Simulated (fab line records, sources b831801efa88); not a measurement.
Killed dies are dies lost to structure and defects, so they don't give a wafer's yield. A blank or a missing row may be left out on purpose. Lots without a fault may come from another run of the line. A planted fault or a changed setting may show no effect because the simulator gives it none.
fab line records | flow gf180mcu
record lots=5 wafers=15 last_day=33
route steps=602 shown STI@1 DNWELL@32 NWELL@42
lots that met no fault: from a run of the same line without faults
start_h: hours from the record's first day to the start of the lot's first wafer shown | wait_h: hours since the lot's step before | " the same as in the row above | L1.1+2: a row that stands for several wafers | - no value, or no start given | * or withheld: withheld | < > ~ a bound
route shown NAME@n: a module of which the file shows steps, and the number in the route of the first | usual: mean/standard deviation of fault-free wafers | same: alike in all rows | chamber/n: place in a boat | sites: the reading at each site | _std_site: their standard deviation | _edge_site: outer sites' mean less inner sites' | radius_mm: how far each site lies from the wafer's centre | mask NAME#n: copy n | behind: the tool/chamber that last shaped the wafer | hold: why the lot was held/for how many hours/how that ended | device: the transistor (n, p or np) that didn't switch | end of line: the same wafers' tests at the end of the route | a step without rows: its recipe alone | killed: dies lost to structure and defects at the first sort, not the wafer's yield | map: a wafer's dies, x killed, . not, _ none there
set.NAME: the setting as run; set.NAME@STEP: as run at that earlier step | model.NAME: the simulator's own value behind a step, which no gauge read
lots at some steps of the route; a table a step, a row a wafer
services: from which hour (start_h, from the record's first day; less than 0 if before it) a tool's chamber was out of use, for how many hours, and why
## steps
# step GF_STI_BOW_MEAS_00
# recipe mode=bow
# usual INCOMING_BOW=0/5.6
# columns lot.wafer tool chamber start_h wait_h INCOMING_BOW[um]
L076.2 film_metro-04 - 20.02 - -2
L076.3 " - " " -9
L076.6 " - " " 3
L084.1 film_metro-04 - 60.00 - -8
L084.5 " - " " 0
L084.6 " - " " 0
L085.1 film_metro-03 - 65.00 - -6
L085.3 " - " " -8
L085.5 " - " " -2
L087.3 film_metro-04 - 75.04 - -5
L087.4 " - " " -3
L087.5 " - " " -3
L092.2 film_metro-04 - 100.02 - -5
L092.4 " - " " 7
L092.6 " - " " -8
# step GF_STI_OXIDATION_01
# recipe temp_c=900 ambient=O2 stabilise_s=600 purge_s=300 target_thk_a=100 ox_time_s=1418
# usual ox_temp_c=900.0/0.43
# same purge_s=300 stabilise_s=600
# columns lot.wafer tool chamber start_h wait_h ox_temp_c
L076.2 furnace-01 0 20.12 0.1 899.9
L076.3 " 0 " " 899.8
L076.6 " 0 " " 899.7
L084.1 furnace-02 0 60.88 0.9 900.9
L084.5 " 0 " " 900.2
L084.6 " 0 " " 900.3
L085.1 furnace-02 0 65.60 0.6 901.1
L085.3 " 0 " " 900.3
L085.5 " 0 " " 900.3
L087.3 furnace-02 0 75.54 0.5 900.1
L087.4 " 0 " " 900.2
L087.5 " 0 " " 900.0
L092.2 furnace-01 0 100.25 0.2 899.7
L092.4 " 0 " " 899.8
L092.6 " 0 " " 900.9
# step GF_STI_THK_MEAS_02
# recipe reads=SiO2_of_STI_OXIDATION_01
# usual STI_OXIDATION_THK=9.99/0.18
# columns lot.wafer tool chamber start_h wait_h STI_OXIDATION_THK[nm]
L076.2 film_metro-03 - 21.52 0.0 9.88
L076.3 " - " " 9.89
L076.6 " - " " 10.14
L084.1 film_metro-02 - 62.28 0.0 9.79
L084.5 " - " " 9.95
L084.6 " - " " 9.78
L085.1 film_metro-04 - 66.99 0.0 9.91
L085.3 " - " " 10.01
L085.5 " - " " 9.88
L087.3 film_metro-03 - 76.96 0.0 9.85
L087.4 " - " " 9.89
L087.5 " - " " 9.66
L092.2 film_metro-02 - 101.65 0.0 10.17
L092.4 " - " " 10.19
L092.6 " - " " 10.24
# step GF_STI_CVD_03
# recipe material=Si3N4 precursor=DCS/NH3 target_thk_nm=207.16 temp_c=770 time_s=3551 pressure_mtorr=250
# columns lot.wafer tool chamber start_h wait_h
L076.2+3+6 lpcvd-01 0 21.57 0.0
L084.1+5+6 lpcvd-01 1 62.34 0.1
L085.1+3+5 lpcvd-02 0 67.05 0.1
L087.3+4+5 lpcvd-02 0 77.00 0.0
L092.2+4+6 lpcvd-02 0 101.99 0.3
# step GF_STI_THK_MEAS_04
# recipe reads=Si3N4_of_STI_CVD_03
# usual STI_CVD_03_THK=207.3/2
# columns lot.wafer tool chamber start_h wait_h STI_CVD_03_THK[nm]
L076.2 film_metro-03 - 23.57 0.0 208.6
L076.3 " - " " 207.3
L076.6 " - " " 206.6
L084.1 film_metro-02 - 64.32 0.0 206.6
L084.5 " - " " 208.4
L084.6 " - " " 208.4
L085.1 film_metro-04 - 69.04 0.0 204.9
L085.3 " - " " 207.0
L085.5 " - " " 203.6
L087.3 film_metro-04 - 79.00 0.0 209.2
L087.4 " - " " 208.5
L087.5 " - " " 208.0
L092.2 film_metro-03 - 103.98 0.0 208.1
L092.4 " - " " 209.1
L092.6 " - " " 208.5
# step GF_STI_DEHYDRATE_05
# recipe temp_c=200 time_s=61.87
# usual plate_sensor_t_centre_C=201.07/0.011 plate_sensor_t_edge_C=201.56/0.011
# columns lot.wafer tool chamber start_h wait_h plate_sensor_t_centre_C plate_sensor_t_edge_C
L076.2 litho_track-03 0 28.63 5.1 201.06 201.57
L076.3 " 0 " " 201.08 201.56
L076.6 " 0 " " 201.05 201.55
L084.1 litho_track-03 0 70.41 6.1 201.07 201.56
L084.5 " 0 " " 201.06 201.55
L084.6 " 0 " " 201.06 201.54
L085.1 litho_track-04 0 75.39 6.3 201.06 201.54
L085.3 " 0 " " 201.07 201.57
L085.5 " 0 " " 201.09 201.55
L087.3 litho_track-01 0 85.02 6.0 201.08 201.56
L087.4 " 0 " " 201.05 201.56
L087.5 " 0 " " 201.08 201.56
L092.2 litho_track-04 0 110.67 6.7 201.08 201.57
L092.4 " 0 " " 201.07 201.56
L092.6 " 0 " " 201.05 201.56
# step GF_STI_HMDS_06
# recipe prime_time_s=60 prime_temp_c=120
# columns lot.wafer tool chamber start_h wait_h
L076.2+3+6 litho_track-03 0 28.78 0.1
L084.1+5+6 litho_track-03 0 70.56 0.1
L085.1+3+5 litho_track-04 0 75.54 0.1
L087.3+4+5 litho_track-01 0 85.17 0.1
L092.2+4+6 litho_track-04 0 110.82 0.1
# step GF_STI_COAT_07
# recipe resist=KrF spin_rpm=withheld resist_thk_nm=700
# usual dispense_pressure_kPa=52/5.7
# columns lot.wafer tool chamber start_h wait_h dispense_pressure_kPa
L076.2 litho_track-03 0 28.93 0.1 56
L076.3 " 0 " " 56
L076.6 " 0 " " 56
L084.1 litho_track-03 0 70.71 0.1 56
L084.5 " 0 " " 56
L084.6 " 0 " " 56
L085.1 litho_track-04 0 75.69 0.1 43
L085.3 " 0 " " 43
L085.5 " 0 " " 43
L087.3 litho_track-01 0 85.32 0.1 54
L087.4 " 0 " " 54
L087.5 " 0 " " 54
L092.2 litho_track-04 0 110.97 0.1 43
L092.4 " 0 " " 43
L092.6 " 0 " " 43
# step GF_STI_SOFTBAKE_08
# recipe temp_c=130 time_s=60 resist=KrF
# columns lot.wafer tool chamber start_h wait_h
L076.2+3+6 litho_track-03 0 29.08 0.1
L084.1+5+6 litho_track-03 0 70.86 0.1
L085.1+3+5 litho_track-04 0 75.84 0.1
L087.3+4+5 litho_track-01 0 85.47 0.1
L092.2+4+6 litho_track-04 0 111.12 0.1
# step GF_STI_EXPOSE_09
# recipe mask_id=COMP target_cd_nm=220 na=0.68 source_shape=conventional sigma_outer=0.6 dose_mj=28
# same na=0.68
# columns lot.wafer tool chamber start_h wait_h mask
L076.2+3+6 krf_scanner-01 0 - - COMP#0
L084.1+5+6 krf_scanner-01 0 - - COMP#0
L085.1+3+5 krf_scanner-02 0 - - COMP#0
L087.3+4+5 krf_scanner-01 0 - - COMP#0
L092.2+4+6 krf_scanner-01 0 - - COMP#0
# step GF_STI_PEB_10
# recipe peb_temp_c=135 peb_time_s=90 resist=KrF
# columns lot.wafer tool chamber start_h wait_h
L076.2+3+6 litho_track-01 0 - -
L084.1+5+6 litho_track-03 0 - -
L085.1+3+5 litho_track-01 0 - -
L087.3+4+5 litho_track-04 0 - -
L092.2+4+6 litho_track-04 0 - -
# step GF_STI_DEVELOP_11
# recipe develop_time_s=60 dev_temp_c=21
# same develop_time_s=60
# columns lot.wafer tool chamber start_h wait_h
L076.2+3+6 litho_track-01 0 34.85 0.2
L084.1+5+6 litho_track-03 0 77.61 0.2
L085.1+3+5 litho_track-01 0 82.57 0.2
L087.3+4+5 litho_track-04 0 96.74 0.1
L092.2+4+6 litho_track-04 0 117.82 0.2
# step GF_STI_CD_MEAS_12
# recipe target_cd_nm=220
# usual cd_nm=219.9/1.4
# columns lot.wafer tool chamber start_h wait_h cd_nm
L076.2 cd_sem-01 - 34.99 0.1 216.9
L076.3 " - " " 216.4
L076.6 " - " " 216.0
L084.1 cd_sem-01 - 77.78 0.1 219.3
L084.5 " - " " 219.9
L084.6 " - " " 219.6
L085.1 cd_sem-02 - 82.72 0.1 220.0
L085.3 " - " " 221.4
L085.5 " - " " 220.4
L087.3 cd_sem-02 - 96.88 0.1 218.7
L087.4 " - " " 218.0
L087.5 " - " " 218.7
L092.2 cd_sem-02 - 117.96 0.1 222.0
L092.4 " - " " 221.9
L092.6 " - " " 220.9
# step GF_STI_ETCH_13
# recipe chemistry=CHF3/O2 stop_on=Si over_etch_frac=0.3 target_depth_a=2823.1 source_w=600 bias_w=200 pressure_mtorr=40 chf3_flow_sccm=50 O2_flow_sccm=5 time_s=112.9
# usual O2_flow_sccm=4.997/0.015 drypump_motor_current_A=5.7/0.52 oes_product_au=0.832/0.0059 throttle_valve_pct=8.810/0.0082
# columns lot.wafer tool chamber start_h wait_h O2_flow_sccm drypump_motor_current_A oes_product_au rf_hours_counter_h throttle_valve_pct
L076.2 rie_diel-01 2 35.09 0.1 4.985 5.9 0.835 162 8.807
L076.3 " 1 " " 5.001 6.4 0.831 131 8.809
L076.6 " 3 " " 5.001 5.9 0.834 - 8.811
L084.1 rie_diel-04 2 77.90 0.1 5.007 5.4 0.825 48 8.798
L084.5 " 1 " " 4.997 5.0 0.833 - 8.810
L084.6 " 2 " " 5.003 5.4 0.828 - 8.804
L085.1 rie_diel-03 1 82.84 0.1 5.022 6.4 0.829 5 8.817
L085.3 " 3 " " 4.983 5.5 0.830 33 8.811
L085.5 " 0 " " 4.999 5.0 0.825 - 8.800
L087.3 rie_diel-03 1 96.96 0.1 4.985 6.5 0.837 5 8.813
L087.4 " 0 " " 5.002 5.0 0.834 122 8.804
L087.5 " 1 " " 4.992 6.4 0.839 - 8.820
L092.2 rie_diel-04 1 118.06 0.1 4.999 5.0 0.837 78 8.808
L092.4 " 0 " " 4.986 6.6 0.831 62 8.815
L092.6 " 3 " " 5.017 5.4 0.837 - 8.804
# step GF_STI_ETCH_14
# recipe target=Si chemistry=HBr/Cl2/O2 target_depth_nm=360 icp_w=600 bias_w=150 pressure_mtorr=15 HBr_flow_sccm=150 Cl2_flow_sccm=40 O2_flow_sccm=6 time_s=102.9
# usual O2_flow_sccm=6.000/0.019 drypump_motor_current_A=5.7/0.39 oes_product_au=1.010/0.0095 throttle_valve_pct=25.651/0.011
# columns lot.wafer tool chamber start_h wait_h O2_flow_sccm drypump_motor_current_A oes_product_au rf_hours_counter_h throttle_valve_pct
L076.2 rie_si-01 2 35.17 0.0 5.984 5.0 1.012 2 25.648
L076.3 " 1 " " 6.001 5.9 1.019 114 25.645
L076.6 " 3 " " 5.987 5.5 1.020 - 25.651
L084.1 rie_si-02 0 77.98 0.0 5.990 6.2 1.010 134 25.650
L084.5 " 0 " " 6.013 6.2 1.009 - 25.658
L084.6 " 1 " " 5.998 6.0 1.026 - 25.636
L085.1 rie_si-01 0 82.92 0.0 5.974 5.9 1.010 26 25.658
L085.3 " 3 " " 5.993 5.5 1.011 58 25.650
L085.5 " 2 " " 5.999 5.0 1.007 - 25.663
L087.3 rie_si-01 1 97.04 0.0 5.984 5.9 1.016 115 25.646
L087.4 " 0 " " 6.031 5.9 1.006 26 25.655
L087.5 " 2 " " 5.972 5.0 1.002 - 25.650
L092.2 rie_si-02 0 118.14 0.0 5.977 6.1 1.000 134 25.667
L092.4 " 1 " " 6.004 6.0 1.022 47 25.651
L092.6 " 0 " " 5.981 6.1 1.001 - 25.665
# step GF_STI_STRIP_15
# recipe chemistry=O2/N2 power_w=1400 pressure_mtorr=1500 platen_temp_c=250 o2_flow_sccm=3000 n2_flow_sccm=300 overash_fraction=0.5
# usual drypump_motor_current_A=5.9/0.58 heater_power_w=324/46 oes_product_au=0.383/0.0055 platen_temp_c=249.99/0.17 strip_time_to_endpoint_s=3.72/0.062
# columns lot.wafer tool chamber start_h wait_h drypump_motor_current_A heater_power_w oes_product_au platen_temp_c rf_hours_counter_h strip_time_to_endpoint_s
L076.2 plasma_asher-03 1 35.25 0.0 6.7 405 0.377 249.97 22 3.76
L076.3 " 0 " " 6.1 250 0.379 249.80 - 3.62
L076.6 " 1 " " 6.7 397 0.380 250.21 - 3.70
L084.1 plasma_asher-03 0 78.05 0.0 6.1 251 0.377 249.89 27 3.65
L084.5 " 0 " " 6.1 253 0.379 250.03 - 3.72
L084.6 " 1 " " 6.7 399 0.385 250.13 - 3.61
L085.1 plasma_asher-04 1 83.00 0.0 6.2 335 0.388 249.94 42 3.70
L085.3 " 1 " " 6.3 326 0.392 250.00 - 3.84
L085.5 " 1 " " 6.2 337 0.392 249.97 - 3.81
L087.3 plasma_asher-04 1 97.15 0.1 6.3 336 0.388 250.03 - 3.66
L087.4 " 0 " " 5.1 318 0.384 249.84 - 3.76
L087.5 " 0 " " 5.1 311 0.383 249.86 - 3.68
L092.2 plasma_asher-03 0 118.21 0.0 6.1 256 0.383 250.16 31 3.75
L092.4 " 0 " " 6.1 249 0.391 250.18 - 3.77
L092.6 " 0 " " 6.1 244 0.387 249.81 - 3.76
# step GF_STI_CLEAN_16
# recipe chemistry=dHF time_s=25 dilution=100:1
# columns lot.wafer tool chamber start_h wait_h
L076.2+3+6 wet_bench-01 1 35.35 0.1
L084.1+5+6 wet_bench-04 1 78.15 0.1
L085.1+3+5 wet_bench-04 3 83.10 0.1
L087.3+4+5 wet_bench-02 2 97.21 0.0
L092.2+4+6 wet_bench-02 1 118.31 0.1
# step GF_STI_WET_ETCH_17
# recipe chemistry=H3PO4 target_depth_nm=45 temp_c=160 target=Si3N4 time_s=514
# columns lot.wafer tool chamber start_h wait_h
L076.2+3+6 wet_bench-04 1 35.36 0.0
L084.1+5+6 wet_bench-04 3 78.17 0.0
L085.1+3+5 wet_bench-02 1 83.11 0.0
L087.3+4+5 wet_bench-02 1 97.23 0.0
L092.2+4+6 wet_bench-02 0 118.33 0.0
# step GF_STI_CLEAN_18
# recipe chemistry=SC1/SC2 mix=1:4:20 temp_c=70 time_s=150
# columns lot.wafer tool chamber start_h wait_h
L076.2+3+6 wet_bench-02 0 35.52 0.0
L084.1+5+6 wet_bench-02 3 78.33 0.0
L085.1+3+5 wet_bench-02 3 83.26 0.0
L087.3+4+5 wet_bench-02 0 97.47 0.1
L092.2+4+6 wet_bench-02 1 118.48 0.0
# step GF_STI_CLEAN_19
# recipe chemistry=dHF time_s=20 dilution=100:1
# columns lot.wafer tool chamber start_h wait_h
L076.2+3+6 wet_bench-01 0 35.57 0.0
L084.1+5+6 wet_bench-04 0 78.38 0.0
L085.1+3+5 wet_bench-04 1 83.31 0.0
L087.3+4+5 wet_bench-02 0 97.52 0.0
L092.2+4+6 wet_bench-02 0 118.53 0.0
# step GF_STI_WET_ETCH_20
# recipe chemistry=dHF dilution=100:1 target_depth_nm=20 temp_c=25 dry=ipa_marangoni target=SiO2 time_s=400
# columns lot.wafer tool chamber start_h wait_h
L076.2+3+6 wet_bench-04 3 35.58 0.0
L084.1+5+6 wet_bench-02 1 78.40 0.0
L085.1+3+5 wet_bench-02 1 83.33 0.0
L087.3+4+5 wet_bench-02 0 97.54 0.0
L092.2+4+6 wet_bench-02 0 118.54 0.0
# step GF_STI_OXIDATION_21
# recipe temp_c=1000 ambient=O2 stabilise_s=600 purge_s=300 target_thk_a=150 ox_time_s=458
# usual ox_temp_c=1000.1/0.42
# same purge_s=300 stabilise_s=600
# columns lot.wafer tool chamber start_h wait_h ox_temp_c
L076.2 furnace-02 0 36.28 0.6 999.4
L076.3 " 0 " " 1000.1
L076.6 " 0 " " 999.7
L084.1 furnace-02 0 78.52 0.0 1000.8
L084.5 " 0 " " 1000.1
L084.6 " 0 " " 1000.4
L085.1 furnace-02 0 83.45 0.0 1000.3
L085.3 " 0 " " 999.8
L085.5 " 0 " " 1000.3
L087.3 furnace-01 0 97.66 0.0 1000.4
L087.4 " 0 " " 999.8
L087.5 " 0 " " 999.9
L092.2 furnace-01 0 119.04 0.4 999.7
L092.4 " 0 " " 999.8
L092.6 " 0 " " 998.9
# step GF_STI_THK_MEAS_22
# recipe reads=SiO2_of_STI_OXIDATION_21
# usual STI_OXIDATION_01_THK=15.01/0.22
# columns lot.wafer tool chamber start_h wait_h STI_OXIDATION_01_THK[nm]
L076.2 film_metro-02 - 37.42 0.0 14.96
L076.3 " - " " 15.10
L076.6 " - " " 14.89
L084.1 film_metro-04 - 79.65 0.0 14.51
L084.5 " - " " 14.61
L084.6 " - " " 14.50
L085.1 film_metro-03 - 84.57 0.0 15.08
L085.3 " - " " 14.95
L085.5 " - " " 15.21
L087.3 film_metro-04 - 98.80 0.0 14.88
L087.4 " - " " 15.04
L087.5 " - " " 15.03
L092.2 film_metro-02 - 120.18 0.0 15.21
L092.4 " - " " 15.35
L092.6 " - " " 15.23
# step GF_STI_CVD_23
# recipe material=SiO2 target_thk_nm=650 sigma_open_frac=0.3 time_s=108.3 temp_c=600 sih4_flow_sccm=60 pressure_mtorr=6
# columns lot.wafer tool chamber start_h wait_h
L076.2+3+6 hdpcvd-02 1,2,2 37.47 0.0
L084.1+5+6 hdpcvd-01 1,1,2 79.71 0.1
L085.1+3+5 hdpcvd-02 2,0,1 84.63 0.1
L087.3+4+5 hdpcvd-01 0,1,0 98.84 0.0
L092.2+4+6 hdpcvd-01 2,1,2 120.23 0.0
# step GF_STI_THK_MEAS_24
# recipe reads=SiO2_of_STI_CVD_23
# usual STI_CVD_23_THK=650/7.6
# columns lot.wafer tool chamber start_h wait_h STI_CVD_23_THK[nm]
L076.2 film_metro-04 - 37.56 0.0 640
L076.3 " - " " 646
L076.6 " - " " 635
L084.1 film_metro-03 - 79.78 0.0 657
L084.5 " - " " 657
L084.6 " - " " 655
L085.1 film_metro-04 - 84.71 0.0 632
L085.3 " - " " 640
L085.5 " - " " 654
L087.3 film_metro-03 - 98.94 0.1 654
L087.4 " - " " 660
L087.5 " - " " 658
L092.2 film_metro-03 - 120.31 0.0 655
L092.4 " - " " 644
L092.6 " - " " 651
# step GF_STI_CMP_25
# recipe stop_on=Si3N4 t_overpolish_s=33 down_force_psi=4 platen_rpm=60 target_thk_nm=524.6 pad_velocity_m_s=0.94248
# usual motor_current_A=12.0/0.87 overpolish_run_s=33.002/0.01 time_to_endpoint_s=123/6.5
# columns lot.wafer tool chamber start_h wait_h motor_current_A overpolish_run_s time_to_endpoint_s
L076.3 cmp-02 3 37.66 0.1 13.9 33.009 108
L076.2 " 1 " " 10.5 32.994 124
L076.6 " 3 " " 12.7 33.001 107
L084.1 cmp-01 0 79.99 0.2 11.3 33.015 125
L084.5 " 1 " " 11.3 33.001 122
L084.6 " 2 " " 11.6 32.985 126
L085.1 cmp-02 3 84.82 0.1 12.5 33.003 110
L085.3 " 0 " " 11.3 33.002 121
L085.5 " 3 " " 13.3 32.998 112
L087.3 cmp-02 3 99.03 0.1 12.8 32.983 114
L087.4 " 1 " " 10.5 33.018 137
L087.5 " 3 " " 13.6 33.024 115
L092.2 cmp-01 1 120.46 0.1 11.0 33.003 121
L092.4 " 2 " " 11.5 33.022 126
L092.6 " 3 " " 13.0 32.992 121
# step GF_STI_WET_ETCH_26
# recipe chemistry=dHF target_depth_nm=94 target=SiO2 temp_c=25 dilution=10:1 time_s=188
# columns lot.wafer tool chamber start_h wait_h
L076.2+3+6 wet_bench-02 3 37.91 0.1
L084.1+5+6 wet_bench-04 1 80.14 0.1
L085.1+3+5 wet_bench-02 0 85.07 0.2
L087.3+4+5 wet_bench-02 1 99.29 0.2
L092.2+4+6 wet_bench-04 1 120.66 0.1
# step GF_STI_WET_ETCH_27
# recipe chemistry=H3PO4 target_depth_nm=160 target=Si3N4 temp_c=160 time_s=1825
# columns lot.wafer tool chamber start_h wait_h
L076.2+3+6 wet_bench-02 1 37.97 0.0
L084.1+5+6 wet_bench-04 3 80.20 0.0
L085.1+3+5 wet_bench-04 3 85.13 0.0
L087.3+4+5 wet_bench-02 1 99.35 0.0
L092.2+4+6 wet_bench-04 2 120.73 0.0
# step GF_STI_WET_ETCH_28
# recipe chemistry=dHF target_depth_nm=20 dry=ipa_marangoni target=SiO2 temp_c=25 dilution=10:1 time_s=40
# columns lot.wafer tool chamber start_h wait_h
L076.2+3+6 wet_bench-04 3 38.48 0.0
L084.1+5+6 wet_bench-02 1 80.72 0.0
L085.1+3+5 wet_bench-02 0 85.68 0.0
L087.3+4+5 wet_bench-02 0 100.21 0.3
L092.2+4+6 wet_bench-02 2 121.29 0.0
# step GF_STI_OXIDATION_29
# recipe temp_c=891.1 ambient=O2 stabilise_s=600 purge_s=300 target_thk_a=100 ox_time_s=1418
# usual ox_temp_c=891.1/0.45
# same purge_s=300 stabilise_s=600
# columns lot.wafer tool chamber start_h wait_h ox_temp_c
L076.2 furnace-01 0 38.50 0.0 891.1
L076.3 " 0 " " 891.0
L076.6 " 0 " " 891.6
L084.1 furnace-01 0 81.51 0.8 890.3
L084.5 " 0 " " 890.7
L084.6 " 0 " " 890.8
L085.1 furnace-02 0 85.92 0.2 891.8
L085.3 " 0 " " 891.5
L085.5 " 0 " " 891.0
L087.3 furnace-02 0 100.78 0.6 891.0
L087.4 " 0 " " 891.6
L087.5 " 0 " " 890.9
L092.2 furnace-02 0 124.24 2.9 890.9
L092.4 " 0 " " 890.6
L092.6 " 0 " " 891.2
# step GF_STI_THK_MEAS_30
# recipe reads=SiO2_of_STI_OXIDATION_29
# usual STI_OXIDATION_02_THK=9.10/0.18
# columns lot.wafer tool chamber start_h wait_h STI_OXIDATION_02_THK[nm]
L076.2 film_metro-04 - 39.90 0.0 9.00
L076.3 " - " " 8.91
L076.6 " - " " 9.14
L084.1 film_metro-02 - 82.91 0.0 9.37
L084.5 " - " " 9.48
L084.6 " - " " 9.28
L085.1 film_metro-04 - 87.31 0.0 8.78
L085.3 " - " " 8.66
L085.5 " - " " 8.97
L087.3 film_metro-03 - 102.19 0.0 8.96
L087.4 " - " " 8.99
L087.5 " - " " 8.97
L092.2 film_metro-03 - 125.65 0.0 9.13
L092.4 " - " " 9.19
L092.6 " - " " 9.05
# step GF_DNWELL_DEHYDRATE_00
# recipe temp_c=200 time_s=60
# columns lot.wafer tool chamber start_h wait_h
L076.2+3+6 litho_track-02 0 45.29 5.4
L084.1+5+6 litho_track-01 0 89.12 6.2
L085.1+3+5 litho_track-02 0 93.41 6.1
L087.3+4+5 litho_track-04 0 108.69 6.5
L092.2+4+6 litho_track-01 0 131.95 6.3
# step GF_DNWELL_HMDS_01
# recipe prime_time_s=60 prime_temp_c=120
# columns lot.wafer tool chamber start_h wait_h
L076.2+3+6 litho_track-02 0 45.44 0.1
L084.1+5+6 litho_track-01 0 89.27 0.1
L085.1+3+5 litho_track-02 0 93.56 0.1
L087.3+4+5 litho_track-04 0 108.84 0.1
L092.2+4+6 litho_track-01 0 132.10 0.1
# step GF_DNWELL_COAT_02
# recipe spin_rpm=2000 resist_thk_nm=3000
# usual dispense_pressure_kPa=49/5.7
# columns lot.wafer tool chamber start_h wait_h dispense_pressure_kPa
L076.2 litho_track-02 0 45.59 0.1 54
L076.3 " 0 " " 54
L076.6 " 0 " " 54
L084.1 litho_track-01 0 89.42 0.1 54
L084.5 " 0 " " 54
L084.6 " 0 " " 54
L085.1 litho_track-02 0 93.71 0.1 54
L085.3 " 0 " " 54
L085.5 " 0 " " 54
L087.3 litho_track-04 0 108.99 0.1 43
L087.4 " 0 " " 43
L087.5 " 0 " " 43
L092.2 litho_track-01 0 132.25 0.1 54
L092.4 " 0 " " 54
L092.6 " 0 " " 54
# step GF_DNWELL_SOFTBAKE_03
# recipe temp_c=110 time_s=withheld
# columns lot.wafer tool chamber start_h wait_h
L076.2+3+6 litho_track-02 0 45.74 0.1
L084.1+5+6 litho_track-01 0 89.57 0.1
L085.1+3+5 litho_track-02 0 93.86 0.1
L087.3+4+5 litho_track-04 0 109.16 0.1
L092.2+4+6 litho_track-01 0 132.41 0.1
# step GF_DNWELL_EXPOSE_04
# recipe mask_id=DNWELL target_cd_nm=1700 na=0.6 source_shape=conventional sigma_outer=0.6 dose_mj=260
# same na=0.6
# columns lot.wafer tool chamber start_h wait_h mask
L076.2+3+6 iline_stepper-01 0 - - DNWELL#0
L084.1+5+6 iline_stepper-02 0 - - DNWELL#0
L085.1+3+5 iline_stepper-01 0 - - DNWELL#0
L087.3+4+5 iline_stepper-02 0 - - DNWELL#0
L092.2+4+6 iline_stepper-02 0 - - DNWELL#0
# step GF_DNWELL_PEB_05
# recipe temp_c=115 time_s=withheld
# columns lot.wafer tool chamber start_h wait_h
L076.2+3+6 litho_track-04 0 - -
L084.1+5+6 litho_track-02 0 - -
L085.1+3+5 litho_track-01 0 - -
L087.3+4+5 litho_track-04 0 - -
L092.2+4+6 litho_track-01 0 - -
# step GF_DNWELL_DEVELOP_06
# recipe wall_angle_deg=90 develop_time_s=60 dev_temp_c=23
# same develop_time_s=60
# columns lot.wafer tool chamber start_h wait_h
L076.2+3+6 litho_track-04 0 - -
L084.1+5+6 litho_track-02 0 - -
L085.1+3+5 litho_track-01 0 - -
L087.3+4+5 litho_track-04 0 - -
L092.2+4+6 litho_track-01 0 - -
# step GF_DNWELL_IMPLANT_07
# recipe species=P energy_kev=1500 dose_cm2=1e+13 tilt_deg=0
# same implant_ion_amu=31
# columns lot.wafer tool chamber start_h wait_h
L076.2+3+6 implanter-01 0 52.22 -
L084.1+5+6 implanter-04 0 96.96 -
L085.1+3+5 implanter-03 0 100.92 -
L087.3+4+5 implanter-01 0 116.54 -
L092.2+4+6 implanter-03 0 140.40 -
# step GF_DNWELL_STRIP_08
# recipe chemistry=O2/N2 power_w=1400 pressure_mtorr=1500 platen_temp_c=250 o2_flow_sccm=3000 n2_flow_sccm=300 overash_fraction=0.5
# usual drypump_motor_current_A=6.0/0.39 heater_power_w=319/47 oes_product_au=0.722/0.0047 platen_temp_c=249.99/0.16 strip_time_to_endpoint_s=36.95/0.11
# columns lot.wafer tool chamber start_h wait_h drypump_motor_current_A heater_power_w oes_product_au platen_temp_c rf_hours_counter_h strip_time_to_endpoint_s
L076.2 plasma_asher-03 1 52.34 0.1 6.7 408 0.727 249.84 24 36.94
L076.3 " 1 " " 6.7 417 0.726 249.85 - 37.03
L076.6 " 1 " " 6.7 409 0.719 250.18 - 36.98
L084.1 plasma_asher-02 1 97.11 0.1 6.0 334 0.722 249.91 47 37.07
L084.5 " 0 " " 5.8 300 0.728 250.13 - 37.02
L084.6 " 1 " " 6.0 339 0.719 249.93 - 36.92
L085.1 plasma_asher-01 1 101.07 0.1 6.1 304 0.712 250.07 43 36.81
L085.3 " 0 " " 5.4 303 0.727 249.82 - 36.74
L085.5 " 0 " " 5.4 301 0.726 250.05 - 36.76
L087.3 plasma_asher-03 1 116.67 0.1 6.7 413 0.714 250.16 - 37.13
L087.4 " 0 " " 6.1 242 0.718 250.31 - 37.12
L087.5 " 1 " " 6.7 404 0.722 250.04 - 37.06
L092.2 plasma_asher-02 1 140.52 0.1 6.0 340 0.719 250.24 52 37.11
L092.4 " 0 " " 5.8 303 0.721 249.95 - 37.11
L092.6 " 0 " " 5.8 298 0.730 250.03 - 37.17
# step GF_DNWELL_TW_MEAS_09
# usual DNWELL_TW=1347/9.5
# columns lot.wafer tool chamber start_h wait_h DNWELL_TW
L076.2 film_metro-01 - 52.45 0.1 1354
L076.3 " - " " 1355
L076.6 " - " " 1354
L084.1 film_metro-01 - 97.21 0.1 1350
L084.5 " - " " 1352
L084.6 " - " " 1349
L085.1 film_metro-01 - 101.17 0.1 1356
L085.3 " - " " 1351
L085.5 " - " " 1351
L087.3 film_metro-02 - 116.76 0.1 1350
L087.4 " - " " 1355
L087.5 " - " " 1344
L092.2 film_metro-01 - 140.63 0.1 1354
L092.4 " - " " 1353
L092.6 " - " " 1357
# step GF_NWELL_DEHYDRATE_00
# recipe temp_c=200 time_s=60
# columns lot.wafer tool chamber start_h wait_h
L076.2+3+6 litho_track-01 0 58.00 5.5
L084.1+5+6 litho_track-02 0 103.31 6.1
L085.1+3+5 litho_track-03 0 107.71 6.5
L087.3+4+5 litho_track-02 0 123.71 6.9
L092.2+4+6 litho_track-02 0 147.78 7.1
# step GF_NWELL_HMDS_01
# recipe prime_time_s=60 prime_temp_c=120
# columns lot.wafer tool chamber start_h wait_h
L076.2+3+6 litho_track-01 0 58.15 0.1
L084.1+5+6 litho_track-02 0 103.46 0.1
L085.1+3+5 litho_track-03 0 107.86 0.1
L087.3+4+5 litho_track-02 0 123.86 0.1
L092.2+4+6 litho_track-02 0 147.93 0.1
## services
# columns tool chamber start_h hours kind
cmp-01 - 0.20 1.4 repair
plasma_asher-02 - 0.81 1.6 repair
iline_stepper-01 - 2.05 1.7 pm
rie_si-02 3 2.30 9.2 repair
implanter-03 - 6.73 3.3 pm
krf_scanner-01 - 10.59 0.6 repair
implanter-03 - 15.53 4.0 repair
iline_stepper-02 - 18.38 8.5 repair
plasma_asher-02 - 25.08 2.8 pm
rie_diel-03 3 27.85 9.0 repair
wet_bench-01 - 35.70 204.0 repair
iline_stepper-02 - 50.46 1.7 pm
rie_diel-03 - 55.85 1.4 repair
krf_scanner-01 - 75.35 1.3 pm
krf_scanner-01 - 76.65 7.2 pm
iline_stepper-02 - 81.50 7.9 repair
krf_scanner-01 - 84.30 1.0 pm
wet_bench-04 - 97.27 4.4 pm
iline_stepper-02 - 97.97 9.1 repair
cmp-02 - 106.36 0.6 repair
furnace-02 - 109.46 2.9 pm
furnace-01 - 121.56 3.4 pm
krf_scanner-01 - 125.42 0.8 pm
iline_stepper-02 - 141.90 29.2 repair
## key
fault none
